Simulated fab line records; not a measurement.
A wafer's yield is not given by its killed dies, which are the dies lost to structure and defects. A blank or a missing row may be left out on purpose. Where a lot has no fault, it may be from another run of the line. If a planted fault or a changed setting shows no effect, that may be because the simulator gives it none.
Which tool was responsible? -- flow sky130 -- Sampling: 6 lots, 18 wafers, 2 of 708 route steps

## WHAT EACH GAUGE READ, for each wafer
SKY_METAL1_RS_MEAS_05: the measuring method here is four-point-probe.
lot,measured,on,METAL1_ALCU_RS (ohm/sq)
L762,day 32 07:19,film_metro-03,0.1254 0.1266 0.1272
L768,day 34 12:11,film_metro-01,0.1270 0.1280 0.1273
L773,day 36 01:12,film_metro-02,0.1266 0.1248 0.1254
L774,day 36 08:35,film_metro-03,0.1258 0.1249 0.1251
L779,day 37 20:50,film_metro-02,0.1277 0.1274 0.1273
L781,day 38 11:10,film_metro-02,0.1265 0.1277 0.1262

## TOOL THAT RAN EACH LOT (tool first, then ch and the chambers of the sampled wafers, then the start)
lot,SKY_METAL1_SPUTTER_02
L762,"pvd_sputter-04, day 32 07:13"
L768,"pvd_sputter-02, day 34 12:06"
L773,"pvd_sputter-02, day 36 01:04"
L774,"pvd_sputter-04, day 36 08:30"
L779,"pvd_sputter-03, day 37 20:45"
L781,"pvd_sputter-03, day 38 11:04"
- SKY_METAL1_SPUTTER_02: material AlCu, target thk 250 nm, time 13.3 s.

## THE ANSWER, worked out from the rows above alone
Rule: the lots themselves supply what counts as usual. The widest of any qualifying gaps counts: lots, ordered by their means at a reading, are off when they make up no more than a third of the lots, leave a main group of 4 or more, and stand apart from it by 3 or more times the standard deviation of that group's means. Not used: any main group whose means are identical at the precision the tables above print for the reading. Also off: a lot with no number at a reading for which 4 or more lots have one. The other lots that the step has rows for count as sound.
No lot is off on any of the readings shown, so nothing can be concluded from this.

## WHAT THE SIMULATOR HAD PUT IN
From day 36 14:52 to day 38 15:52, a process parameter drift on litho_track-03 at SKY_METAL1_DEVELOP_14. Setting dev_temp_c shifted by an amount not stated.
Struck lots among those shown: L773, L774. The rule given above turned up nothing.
